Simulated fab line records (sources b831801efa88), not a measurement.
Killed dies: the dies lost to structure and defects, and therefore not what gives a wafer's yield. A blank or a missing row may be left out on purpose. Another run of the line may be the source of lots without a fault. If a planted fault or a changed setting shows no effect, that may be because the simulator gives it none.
Matching of chambers	flow sky130	SKY_CAPM_CVD_00 on pecvd-03 has 3 sister chambers
The step deposits SiO2, target thk 15.5 nm. 18 wafers are shown with their chamber, then 9 later ones without.

== WAFERS WITH THEIR CHAMBER ==
wafer	chamber	rf-fwd-power-W (W)	heater-power-w (W)
L074.1	1	439.0	709
L074.2	0	442.8	637
L074.6	1	439.5	700
L080.2	0	441.0	716
L080.5	1	442.7	650
L080.6	0	443.0	719
L082.2	0	446.3	718
L082.4	1	440.1	673
L082.6	0	443.8	708
L084.2	2	440.2	636
L084.4	1	441.7	706
L084.6	0	444.1	722
L087.3	0	446.0	692
L087.4	0	444.9	693
L087.6	1	440.6	726
L089.1	1	440.8	752
L089.2	0	445.1	675
L089.4	0	443.9	674

SIGNATURES (averages over the wafers above)
reading	chamber 0	chamber 1	chamber 2	scatter within a chamber
rf-fwd-power-W	444.090	440.629	440.200	1.47
heater-power-w	695.40	702.29	636.00	29.8
Rule: distance of a wafer from a chamber = root of the sum over the readings of ((wafer's reading minus chamber's mean) / reading's scatter) squared. The wafer belongs to the nearest chamber; if the next one is less than 2 further off, it can't be placed. The scatter is the square root of a quotient: the sum, over the shown wafers, of each reading's squared deviation from its chamber's mean, divided by wafers minus chambers.

== WAFERS WHOSE CHAMBER IS MISSING ==
wafer	rf-fwd-power-W (W)	heater-power-w (W)
L092.1	438.0	657
L092.3	440.9	752
L092.4	443.4	610
L093.4	436.5	563
L093.5	445.9	733
L093.6	440.2	647
L096.4	441.1	691
L096.5	438.6	630
L096.6	440.7	633

== CHAMBER TAKEN BY EACH ==
wafer	from the rows above	in truth
L092.1	can't be placed: 2 or 1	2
L092.3	can't be placed: 1 or 0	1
L092.4	can't be placed: 2 or 0 or 1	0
L093.4	can't be placed: 2 or 1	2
L093.5	can't be placed: 0 or 1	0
L093.6	can't be placed: 2 or 1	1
L096.4	can't be placed: 1 or 2 or 0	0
L096.5	can't be placed: 2 or 1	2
L096.6	can't be placed: 2 or 1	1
0 of 9 placed correctly. Unplaceable from these rows: 9, with the true chamber sitting among the candidates in 9. Wrongly placed: 0.
